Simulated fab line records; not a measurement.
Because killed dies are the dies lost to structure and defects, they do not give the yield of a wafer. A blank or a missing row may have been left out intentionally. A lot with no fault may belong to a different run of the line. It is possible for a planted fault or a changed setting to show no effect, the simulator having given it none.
2 desks looking at one fault    flow sky130    what lay behind the numbers comes last; until then each desk has only its own

## AT THE METROLOGY DESK
What the gauges read for every lot (on any tool): the sampled wafers with a number, averaged. If a lot's mean is further than 4 standard deviations from the usual mean, the lot is out of limits and carries the mark OUT (the distance appears in the brackets).
Columns: A = VIA4_OVL at SKY_VIA4_OVL_MEAS_11, usual -1.1 nm
lot   first seen here  A
L220  day 45 03:34     0.0
L222  day 45 19:16     -0.7
L230  day 47 00:57     -1.0
L231  day 47 02:03     -0.3
L236  day 47 23:09     -2.3
L239  day 48 15:28     1.1
Finding of this desk: none of the 6 lots has anything out of limits.

## DESK OF THE TOOL OWNER: pvd-sputter-03
At SKY_VIA4_SPUTTER_17 (material TiN, target thk 20 nm, time 80 s) the tool's own readings: per lot run on this tool, the mean of the sampled wafers that have a number. If a lot's mean is further than 4 standard deviations from the usual mean, the lot is out of limits and carries the mark OUT (the distance appears in the brackets).
Columns: A = throttle-valve-pct at SKY_VIA4_SPUTTER_17, usual 29.9 %
lot   first seen here  A
L220  day 45 04:15     30.5
L230  day 47 01:45     29.9
L231  day 47 02:45     30.4
Finding of this desk: none of the 3 lots has anything out of limits.

## BROUGHT TOGETHER
From the metrology desk's view, nothing was out of limits.
Nothing out of limits was seen by the tool owner's desk.

## WHAT HAD BEEN PUT IN BY THE SIMULATOR
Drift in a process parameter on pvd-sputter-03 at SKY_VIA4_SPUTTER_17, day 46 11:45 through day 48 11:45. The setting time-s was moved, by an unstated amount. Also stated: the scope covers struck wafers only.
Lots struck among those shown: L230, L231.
